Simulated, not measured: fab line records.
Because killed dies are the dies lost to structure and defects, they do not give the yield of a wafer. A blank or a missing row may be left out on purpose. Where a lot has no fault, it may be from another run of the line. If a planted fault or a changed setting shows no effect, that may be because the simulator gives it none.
A single fault, viewed from 2 desks || flow sky130 || what lay behind the numbers comes last; until then each desk has only its own

== AT THE METROLOGY DESK ==
What the gauges read, lot by lot, whatever tool the lot ran on: means of the sampled wafers that have a number. Marked OUT: a lot whose mean sits more than 4 standard deviations from the usual mean, which makes it out of limits; the brackets give that distance.
Columns: A = CAP2M_OVL at SKY_CAP2M_OVL_MEAS_12, usual 1.4 nm; B = cd nm at SKY_METAL4_CD_MEAS_13, usual 300.0 nm
{"lot": "L151", "first seen here": "day 40 17:50", "A": -0.2, "B": 300.3}
{"lot": "L153", "first seen here": "day 41 13:04", "A": 1.5, "B": 299.8}
{"lot": "L154", "first seen here": "day 42 04:47", "A": 2.0, "B": 301.6}
{"lot": "L155", "first seen here": "day 42 18:19", "A": 2.2, "B": 300.8}
{"lot": "L156", "first seen here": "day 42 18:37", "A": 1.4, "B": 300.6}
{"lot": "L158", "first seen here": "day 43 02:28", "A": 1.4, "B": 300.9}
{"lot": "L157", "first seen here": "day 43 03:33", "A": 2.0, "B": 299.4}
{"lot": "L159", "first seen here": "day 43 11:10", "A": 2.1, "B": 299.6}
{"lot": "L161", "first seen here": "day 43 18:10", "A": 0.3, "B": 300.4}
{"lot": "L164", "first seen here": "day 45 00:56", "A": 2.3, "B": 301.6}
{"lot": "L166", "first seen here": "day 45 11:40", "A": 2.3, "B": 300.1}
{"lot": "L169", "first seen here": "day 45 22:07", "A": 1.1, "B": 300.9}
{"lot": "L171", "first seen here": "day 46 07:28", "A": 0.5, "B": 298.3}
{"lot": "L172", "first seen here": "day 46 22:58", "A": 0.6, "B": 301.5}
{"lot": "L173", "first seen here": "day 47 03:37", "A": 1.1, "B": 299.7}
This desk's verdict: no lot among the 15 shows anything out of limits.

== FOR THE TOOL OWNER'S DESK: rie diel-04 ==
The tool's own readings at SKY_PASSIVATION_ETCH_11 (etches the open film in CF4/O2, stops on AlCu, target depth 725 nm, time 161.1 s): means of the sampled wafers that have a number, for each lot that ran on this tool. Marked OUT: a lot whose mean sits more than 4 standard deviations from the usual mean, which makes it out of limits; the brackets give that distance.
Columns: A = drypump motor current A at SKY_PASSIVATION_ETCH_11, usual 5.7 A; B = oes product au at SKY_PASSIVATION_ETCH_11, usual 0.974 a.u.; C = throttle valve pct at SKY_PASSIVATION_ETCH_11, usual 5.964 %
{"lot": "L155", "first seen here": "day 46 14:58", "A": 6.1, "B": 0.965, "C": 5.965}
{"lot": "L156", "first seen here": "day 46 15:37", "A": 5.8, "B": 0.965, "C": 5.964}
{"lot": "L164", "first seen here": "day 48 13:13", "A": 6.0, "B": 0.970, "C": 5.956}
{"lot": "L166", "first seen here": "day 48 22:28", "A": 6.0, "B": "0.891 (-11) OUT", "C": 5.940}
{"lot": "L169", "first seen here": "day 49 08:19", "A": 6.1, "B": "0.882 (-12) OUT", "C": "5.926 (-4.0) OUT"}
{"lot": "L171", "first seen here": "day 49 15:55", "A": 6.3, "B": "0.935 (-5.0) OUT", "C": 5.950}
This desk's verdict: out of limits on L166, L169, L171, starting with L166 at day 48 22:28 (oes product au at SKY_PASSIVATION_ETCH_11). L155, L156, L164 stayed within limits.

== BROUGHT TOGETHER ==
The tool owner's desk had the chance to raise an alarm at day 48 22:28 on L166, L169, L171.
The metrology desk saw nothing out of limits.
The metrology desk holds a record of L166, L169, L171, inside its limits.
Every lot named ran SKY_PASSIVATION_ETCH_11 on rie diel-04.

== WHAT THE SIMULATOR HAD INSERTED ==
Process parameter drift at SKY_PASSIVATION_ETCH_11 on rie diel-04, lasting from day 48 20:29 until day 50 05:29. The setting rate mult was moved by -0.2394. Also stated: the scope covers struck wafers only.
Shown lots that were struck: L166, L169, L171.
Delay in hours, fault start to first out-of-limits reading, by desk: the tool owner's desk at 2.
